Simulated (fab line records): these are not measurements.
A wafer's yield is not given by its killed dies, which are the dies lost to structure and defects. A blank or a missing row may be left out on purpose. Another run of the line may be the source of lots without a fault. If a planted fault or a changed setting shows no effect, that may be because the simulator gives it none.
Chamber matching || flow sky130 || SKY_CAPM_CVD_00 on pecvd-02 has 3 sister chambers
The step deposits SiO2, target thk 15.5 nm. 3 wafers are shown with their chamber, then 9 later ones without.

== WAFERS, EACH WITH ITS CHAMBER ==
{"wafer": "L086.1", "chamber": 2, "heaterPowerW (W)": 890}
{"wafer": "L088.4", "chamber": 0, "heaterPowerW (W)": 596}
{"wafer": "L090.5", "chamber": 1, "heaterPowerW (W)": 701}

== WAFERS WITH NO CHAMBER GIVEN ==
{"wafer": "L094.1", "heaterPowerW (W)": 787}
{"wafer": "L094.2", "heaterPowerW (W)": 799}
{"wafer": "L094.3", "heaterPowerW (W)": 662}
{"wafer": "L094.4", "heaterPowerW (W)": 806}
{"wafer": "L094.5", "heaterPowerW (W)": 768}
{"wafer": "L094.6", "heaterPowerW (W)": 650}
{"wafer": "L096.1", "heaterPowerW (W)": 829}
{"wafer": "L096.5", "heaterPowerW (W)": 565}
{"wafer": "L096.6", "heaterPowerW (W)": 844}

== WHICH CHAMBER EACH ONE RAN IN ==
{"wafer": "L094.1", "from the rows above": "can't be placed: 1 or 2 or 0", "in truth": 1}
{"wafer": "L094.2", "from the rows above": "can't be placed: 2 or 1 or 0", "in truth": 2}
{"wafer": "L094.3", "from the rows above": "can't be placed: 1 or 0", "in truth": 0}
{"wafer": "L094.4", "from the rows above": "can't be placed: 2 or 1 or 0", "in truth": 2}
{"wafer": "L094.5", "from the rows above": "can't be placed: 1 or 2 or 0", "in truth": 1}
{"wafer": "L094.6", "from the rows above": "can't be placed: 1 or 0", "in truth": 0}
{"wafer": "L096.1", "from the rows above": "can't be placed: 2 or 1", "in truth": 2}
{"wafer": "L096.5", "from the rows above": "can't be placed: 0 or 1", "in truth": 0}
{"wafer": "L096.6", "from the rows above": "can't be placed: 2 or 1", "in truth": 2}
Correctly placed: 0 of 9. Cannot be placed on the basis of these rows: 9; the candidates contain the true chamber in 9. Wrongly placed: 0.
How it was worked out, from the rows above alone: a wafer's distance from a chamber is the root of the sum, over the readings, of the square of ((its reading less the chamber's mean) divided by the reading's scatter). The wafer belongs to the nearest chamber; if the next one is less than 2 further off, it can't be placed. A chamber's mean is the mean of its shown wafers. The scatter: with one shown wafer a chamber, the root of the mean of the squares of how far each hidden wafer lies from its nearest shown one.
